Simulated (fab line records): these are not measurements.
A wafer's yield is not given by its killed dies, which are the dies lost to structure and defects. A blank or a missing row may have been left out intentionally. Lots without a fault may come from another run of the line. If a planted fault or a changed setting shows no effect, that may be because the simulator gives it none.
Which tool did it?    flow gf180mcu    33 wafers from 11 lots sampled at 5 of the route's 602 steps

WHAT THE GAUGES READ, wafer by wafer
GF_V3_BOW_MEAS_05. Usual: V3_BOW 117 um, standard deviation 8.8.
lot   measured      on             V3_BOW (um)  flag
L258  day 23 14:12  film_metro-02  126 111 95   
L259  day 24 02:31  film_metro-02  129 139 128  
L261  day 24 18:41  film_metro-03  120 119 108  
L265  day 26 00:41  film_metro-01  118 107 116  
L266  day 26 08:56  film_metro-02  116 116 113  
L273  day 28 04:00  film_metro-01  121 119 106  
L276  day 29 07:47  film_metro-03  118 107 122  
L279  day 29 20:59  film_metro-03  122 124 124  
L280  day 30 04:19  film_metro-01  105 115 120  
L281  day 30 04:56  film_metro-03  120 117 130  
L275  day 30 10:28  film_metro-02  136 122 131  

GF_V3_RS_MEAS_24: uses a four-point probe to measure. Usual: V3_W_RS 0.327 ohm/sq, standard deviation 0.0061.
lot   measured      on             V3_W_RS (ohm/sq)                     flag
L258  day 24 15:28  film_metro-02  0.322 0.316 0.326                    
L259  day 25 03:59  film_metro-01  0.314 0.326 0.321                    
L261  day 25 18:52  film_metro-02  0.316 0.315 0.309                    
L265  day 27 00:20  film_metro-01  0.323 0.202 0.331 0.323 0.202 0.331  OFF
L266  day 27 07:11  film_metro-02  0.317 0.332 0.317                    
L273  day 29 01:35  film_metro-01  0.333 0.319 0.328                    
L276  day 30 05:41  film_metro-02  0.332 0.331 0.326                    
L279  day 30 18:26  film_metro-02  0.316 0.332 0.322                    
L280  day 31 04:57  film_metro-02  0.322 0.335 0.320                    
L281  day 31 02:06  film_metro-03  0.323 0.332 0.325                    
L275  day 31 06:09  film_metro-02  0.317 0.332 0.321                    

TOOL THAT RAN EACH LOT (tool first, then ch and the chambers of the sampled wafers, then the start)
lot   GF_V3_ETCH_16                       GF_V3_ETCH_17                                  GF_V3_CVD_23
L258  rie_diel-01 ch 0,2,3, day 24 14:34  rie_diel-01 ch 0,2,3, day 24 15:21 or earlier  cvd_w-02 ch 0,1, day 24 15:21
L259  rie_diel-03 ch 0,1,3, day 25 03:07  rie_diel-03 ch 0,1,3, day 25 03:52 or earlier  cvd_w-02 ch 0,1, day 25 03:52
L261  rie_diel-02 ch 0,1,2, day 25 17:58  rie_diel-02 ch 0,1,2, day 25 18:44 or earlier  cvd_w-02 ch 1, day 25 18:44
L265  rie_diel-02 ch 0,3, day 26 23:25    rie_diel-02 ch 0,3, day 27 00:13 or earlier    cvd_w-01 ch 0,1, day 27 00:13
L266  rie_diel-03 ch 0,1,2, day 27 06:19  rie_diel-03 ch 0,1,2, day 27 07:05 or earlier  cvd_w-02 ch 0,1, day 27 07:05
L273  rie_diel-02 ch 0,1,2, day 29 00:43  rie_diel-02 ch 0,1,2, day 29 01:28 or earlier  cvd_w-02 ch 0,1, day 29 01:28
L276  rie_diel-02 ch 1,2,3, day 30 04:45  rie_diel-02 ch 1,2,3, day 30 05:33 or earlier  cvd_w-01 ch 0,1, day 30 05:33
L279  rie_diel-03 ch 0,3, day 30 17:31    rie_diel-03 ch 0,3, day 30 18:18 or earlier    cvd_w-01 ch 0,1, day 30 18:18
L280  rie_diel-01 ch 2,3, day 31 00:31    rie_diel-01 ch 2,3, day 31 04:49 or earlier    cvd_w-01 ch 0,1, day 31 04:49
L281  rie_diel-03 ch 0,3, day 31 01:10    rie_diel-03 ch 0,3, day 31 01:59 or earlier    cvd_w-01 ch 0,1, day 31 01:59
L275  rie_diel-03 ch 0,3, day 31 05:16    rie_diel-03 ch 0,3, day 31 06:02 or earlier    cvd_w-01 ch 0,1, day 31 06:02
- GF_V3_ETCH_16: etches BARC in N2/H2.
- GF_V3_ETCH_17: etches SiO2 in C4F8/O2/Ar, stops on TiN, target depth 635 nm.
- GF_V3_CVD_23: deposits W, target thk 350 nm, time 104.9 s.

WHAT THE TOOLS THEMSELVES READ (means of the sampled wafers that have a number; where no wafer has one, the mark that the record gives instead)
GF_V3_ETCH_16. Usual: chamber_pressure_mTorr 30.002 mTorr, standard deviation 0.029; drypump_motor_current_A 5.7 A, standard deviation 0.36; oes_product_au 0.854 a.u., standard deviation 0.0051; throttle_valve_pct 13.225 %, standard deviation 0.0088.
lot   tool         chamber_pressure_mTorr (mTorr)  drypump_motor_current_A (A)  oes_product_au (a.u.)  throttle_valve_pct (%)  flag
L258  rie_diel-01  29.994                          5.8                          0.856                  13.223                  
L259  rie_diel-03  30.002                          5.8                          0.855                  13.227                  
L261  rie_diel-02  29.975                          5.4                          0.854                  13.221                  
L265  rie_diel-02  30.013                          5.7                          0.856                  13.226                  
L266  rie_diel-03  30.019                          5.5                          0.850                  13.234                  
L273  rie_diel-02  29.992                          5.4                          0.852                  13.220                  
L276  rie_diel-02  30.006                          5.6                          0.855                  13.227                  
L279  rie_diel-03  30.031                          5.7                          0.852                  13.224                  
L280  rie_diel-01  30.005                          5.7                          0.850                  13.223                  
L281  rie_diel-03  29.994                          5.7                          0.849                  13.233                  
L275  rie_diel-03  29.990                          5.7                          0.855                  13.226                  

GF_V3_ETCH_17. Usual: chamber_pressure_mTorr 40.00 mTorr, standard deviation 0.035; oes_product_au 0.856 a.u., standard deviation 0.0047.
lot   tool         chamber_pressure_mTorr (mTorr)  oes_product_au (a.u.)  flag
L258  rie_diel-01  40.02                           0.856                  
L259  rie_diel-03  40.00                           0.862                  
L261  rie_diel-02  39.98                           0.857                  
L265  rie_diel-02  40.06                           0.854                  
L266  rie_diel-03  40.03                           0.861                  
L273  rie_diel-02  39.97                           0.855                  
L276  rie_diel-02  40.01                           0.858                  
L279  rie_diel-03  40.01                           0.858                  
L280  rie_diel-01  40.01                           0.856                  
L281  rie_diel-03  39.97                           0.851                  
L275  rie_diel-03  40.00                           0.857                  

GF_V3_CVD_23. Usual: chamber_pressure_Torr 40.00 Torr, standard deviation 0.093; heater_power_w 938 W, standard deviation 100.
lot   tool      chamber_pressure_Torr (Torr)  heater_power_w (W)  flag
L258  cvd_w-02  40.00                         848                 
L259  cvd_w-02  39.94                         837                 
L261  cvd_w-02  40.09                         834                 
L265  cvd_w-01  39.97                         971                 
L266  cvd_w-02  40.00                         841                 
L273  cvd_w-02  40.01                         849                 
L276  cvd_w-01  40.02                         1032                
L279  cvd_w-01  40.03                         981                 
L280  cvd_w-01  40.08                         959                 
L281  cvd_w-01  40.04                         979                 
L275  cvd_w-01  39.92                         974                 

THE ANSWER, worked out from the rows above alone
Rule: take the mean of a lot's wafers that have a number; if it is more than 3 standard deviations from the usual mean, the lot is off. Also off: a lot with no number at a reading for which 4 or more lots have one. All remaining lots with rows at the step are treated as sound. After the gauges, taken in route order, come the tools' own readings; for these a lot's mean is taken, as printed above. The first step at which some lot is off is used, and at that step the reading that is off furthest; a lot without a number counts as furthest.
Off: L265, seen at GF_V3_RS_MEAS_24 (V3_W_RS).
A tool fits if, at a process step before that reading, it ran every lot that is off, and no sound lot after the first of them. The gauges at GF_V3_RS_MEAS_24 are tried like those tools. With no start given for some of its lots, GF_V3_ETCH_17 uses the hours and lot order of GF_V3_CVD_23. None of those tried fits.

WHAT HAD BEEN PUT IN BY THE SIMULATOR
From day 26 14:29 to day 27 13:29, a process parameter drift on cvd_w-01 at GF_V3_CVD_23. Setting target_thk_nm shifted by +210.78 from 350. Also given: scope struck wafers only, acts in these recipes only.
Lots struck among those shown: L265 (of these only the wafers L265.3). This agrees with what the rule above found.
